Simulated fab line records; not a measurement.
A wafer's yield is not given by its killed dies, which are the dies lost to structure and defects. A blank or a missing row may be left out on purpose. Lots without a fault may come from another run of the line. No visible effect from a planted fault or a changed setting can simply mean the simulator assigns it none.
2 desks looking at one fault || flow sky130 || each desk has only its own numbers; what lay behind them comes last

## TOOL OWNER'S DESK, hdpcvd-01
The tool's own readings at SKY_VIA1_HDPCVD_00 (deposits SiO2, target thk 1030 nm, time 171.7 s): means of the sampled wafers that have a number, for each lot that ran on this tool. Any lot whose mean is over 4 standard deviations away from the usual mean is out of limits and marked OUT; that distance is given in the brackets.
Columns: A = sih4FlowSccm at SKY_VIA1_HDPCVD_00, usual 59.98 sccm
{"lot": "L212", "first seen here": "day 35 19:58", "A": 60.03}
{"lot": "L216", "first seen here": "day 37 00:53", "A": 59.85}
{"lot": "L225", "first seen here": "day 39 13:11", "A": 60.09}
{"lot": "L228", "first seen here": "day 39 17:20", "A": 59.99}
{"lot": "L229", "first seen here": "day 40 02:53", "A": 59.87}
Finding of this desk: none of the 5 lots has anything out of limits.

## AT THE METROLOGY DESK
What the gauges read, lot by lot, whatever tool the lot ran on: means of the sampled wafers that have a number. Any lot whose mean is over 4 standard deviations away from the usual mean is out of limits and marked OUT; that distance is given in the brackets.
Columns: A = METAL1_OVL at SKY_METAL1_OVL_MEAS_16, usual 3 nm; B = VIA1_HDPCVD_THK at SKY_VIA1_THK_MEAS_01, usual 1033 nm
{"lot": "L206", "first seen here": "day 33 07:15", "A": 0, "B": 1037}
{"lot": "L208", "first seen here": "day 33 16:39", "A": 1, "B": 1039}
{"lot": "L210", "first seen here": "day 34 01:07", "A": 9, "B": 1041}
{"lot": "L212", "first seen here": "day 35 19:10", "A": 5, "B": "905 (-13) OUT"}
{"lot": "L216", "first seen here": "day 37 00:04", "A": 7, "B": "916 (-12) OUT"}
{"lot": "L223", "first seen here": "day 39 02:10", "A": -4, "B": 1018}
{"lot": "L226", "first seen here": "day 39 09:05", "A": 3, "B": 1028}
{"lot": "L225", "first seen here": "day 39 12:19", "A": -7, "B": 1031}
{"lot": "L228", "first seen here": "day 39 16:18", "A": 3, "B": 1044}
{"lot": "L227", "first seen here": "day 39 19:26", "A": 3, "B": 1034}
{"lot": "L229", "first seen here": "day 40 02:00", "A": 1, "B": 1020}
This desk's result: L212, L216 out of limits, first on L212 (VIA1_HDPCVD_THK at SKY_VIA1_THK_MEAS_01), day 35 20:06. L206, L208, L210, L223, L226, L225, L228, L227, L229: within limits.

## TAKEN TOGETHER
At day 35 20:06 the metrology desk could have sounded an alarm, on L212, L216.
The tool owner's desk saw nothing out of limits.
On record at the tool owner's desk: L212, L216, within its limits.
Every lot named ran SKY_VIA1_HDPCVD_00 on hdpcvd-01.

## WHAT THE SIMULATOR HAD PUT IN
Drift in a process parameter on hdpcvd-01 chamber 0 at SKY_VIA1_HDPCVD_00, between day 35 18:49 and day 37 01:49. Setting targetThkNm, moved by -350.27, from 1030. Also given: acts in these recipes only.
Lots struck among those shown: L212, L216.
Time in hours between the start of the fault and the first out-of-limits reading at each desk: metrology desk, 1.
